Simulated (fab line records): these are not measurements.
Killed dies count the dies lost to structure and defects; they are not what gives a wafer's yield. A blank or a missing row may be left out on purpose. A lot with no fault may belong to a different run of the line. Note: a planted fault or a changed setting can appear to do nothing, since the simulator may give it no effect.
2 desks, one fault / flow sky130 / numbers are kept per desk, each desk with only its own; the story behind them comes last

== TOOL OWNER'S DESK, pecvd-04 ==
The tool's own readings at SKY_CAPM_CVD_00 (deposits SiO2, target thk 15.5 nm): means of the sampled wafers that have a number, for each lot that ran on this tool. Marked OUT: a lot whose mean sits more than 4 standard deviations from the usual mean, which makes it out of limits; the brackets give that distance.
Columns: A = heater power w at SKY_CAPM_CVD_00, usual 727 W
lot=L271; first seen here=day 36 09:17; A=727
lot=L272; first seen here=day 36 13:35; A=732
lot=L279; first seen here=day 38 17:18; A=753
lot=L282; first seen here=day 39 18:44; A=748
lot=L286; first seen here=day 41 01:40; A=747
lot=L288; first seen here=day 41 15:43; A=759
This desk found nothing out of limits on any of the 6 lots.

== AT THE METROLOGY DESK ==
What the gauges read, lot by lot, whatever tool the lot ran on: means of the sampled wafers that have a number. Marked OUT: a lot whose mean sits more than 4 standard deviations from the usual mean, which makes it out of limits; the brackets give that distance.
Columns: A = POLY_GATE_OVL at SKY_POLY_GATE_OVL_MEAS_14, usual 6 nm; B = CAPM_CVD_00_THK at SKY_CAPM_THK_MEAS_01, usual 15.46 nm; C = METAL3_OVL at SKY_METAL3_OVL_MEAS_14, usual -1 nm
lot=L271; first seen here=day 16 10:57; A=5; B=15.39; C=11
lot=L272; first seen here=day 16 17:54; A=0; B=15.70; C=5
lot=L273; first seen here=day 17 01:29; A=14; B=15.41; C=-3
lot=L275; first seen here=day 17 23:34; A=6; B=15.64; C=6
lot=L279; first seen here=day 19 05:36; A=4; B=15.59; C=-3
lot=L281; first seen here=day 19 22:41; A=6; B=15.13; C=6
lot=L282; first seen here=day 20 12:22; A=-1; B=15.63; C=-3
lot=L286; first seen here=day 22 05:35; A=9; B=12.70 (-13) OUT; C=-8
lot=L288; first seen here=day 22 22:32; A=6; B=12.78 (-13) OUT; C=-10
lot=L289; first seen here=day 23 11:04; A=9; B=15.55; C=-3
lot=L294; first seen here=day 24 17:16; A=9; B=15.65; C=-6
Per this desk, out of limits: L286, L288; the first was L286, day 41 01:42 (CAPM_CVD_00_THK at SKY_CAPM_THK_MEAS_01). In limits: L271, L272, L273, L275, L279, L281, L282, L289, L294.

== PUT TOGETHER ==
At day 41 01:42 the metrology desk could have sounded an alarm, on L286, L288.
The desk of the tool owner found nothing out of limits.
On record at the tool owner's desk: L286, L288, within its limits.
Every lot named ran SKY_CAPM_CVD_00 on pecvd-04.

== WHAT WAS PUT IN BY THE SIMULATOR ==
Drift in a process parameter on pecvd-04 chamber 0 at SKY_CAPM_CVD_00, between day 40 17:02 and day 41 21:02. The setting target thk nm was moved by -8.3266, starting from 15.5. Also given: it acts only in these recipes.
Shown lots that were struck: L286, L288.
Delay in hours, fault start to first out-of-limits reading, per desk: metrology desk 9.
